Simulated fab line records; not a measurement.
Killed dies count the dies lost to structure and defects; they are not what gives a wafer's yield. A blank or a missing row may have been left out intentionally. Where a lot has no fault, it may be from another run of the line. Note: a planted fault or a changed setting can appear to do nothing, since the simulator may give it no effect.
Matching of chambers || flow sky130 || SKY_PASSIVATION_CVD_00 on pecvd-04 has 3 sister chambers
The step deposits SiO2, target thk 90 nm. 6 wafers are shown with their chamber, then 7 later ones without.

WAFERS WITH THEIR CHAMBER
{"wafer": "L081.2", "chamber": 1, "heater power w (W)": 659}
{"wafer": "L086.1", "chamber": 2, "heater power w (W)": 851}
{"wafer": "L086.2", "chamber": 0, "heater power w (W)": 756}
{"wafer": "L086.4", "chamber": 0, "heater power w (W)": 774}
{"wafer": "L089.3", "chamber": 1, "heater power w (W)": 657}
{"wafer": "L089.4", "chamber": 2, "heater power w (W)": 829}

WAFERS MISSING THEIR CHAMBER
{"wafer": "L089.5", "heater power w (W)": 873}
{"wafer": "L092.2", "heater power w (W)": 835}
{"wafer": "L092.3", "heater power w (W)": 623}
{"wafer": "L092.5", "heater power w (W)": 819}
{"wafer": "L097.2", "heater power w (W)": 859}
{"wafer": "L097.3", "heater power w (W)": 655}
{"wafer": "L097.4", "heater power w (W)": 845}

CHAMBER TAKEN BY EACH
{"wafer": "L089.5", "from the rows above": 2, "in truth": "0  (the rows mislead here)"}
{"wafer": "L092.2", "from the rows above": 2, "in truth": 2}
{"wafer": "L092.3", "from the rows above": 1, "in truth": 1}
{"wafer": "L092.5", "from the rows above": 2, "in truth": 2}
{"wafer": "L097.2", "from the rows above": 2, "in truth": 2}
{"wafer": "L097.3", "from the rows above": 1, "in truth": 1}
{"wafer": "L097.4", "from the rows above": 2, "in truth": 2}
Correct placement for 6 of the 7. Can't be placed from these rows: 0. 1 placed wrongly.
How it was worked out, from the rows above alone: a wafer's distance from a chamber is the root of the sum, over the readings, of the square of ((its reading less the chamber's mean) divided by the reading's scatter). The wafer belongs to the nearest chamber; if the next one is less than 2 further off, it can't be placed. A chamber's mean is the mean of its shown wafers. How the scatter is found: for the shown wafers, subtract from each reading the mean of its chamber, square and add these, divide the total by (wafers less chambers), then take the root.
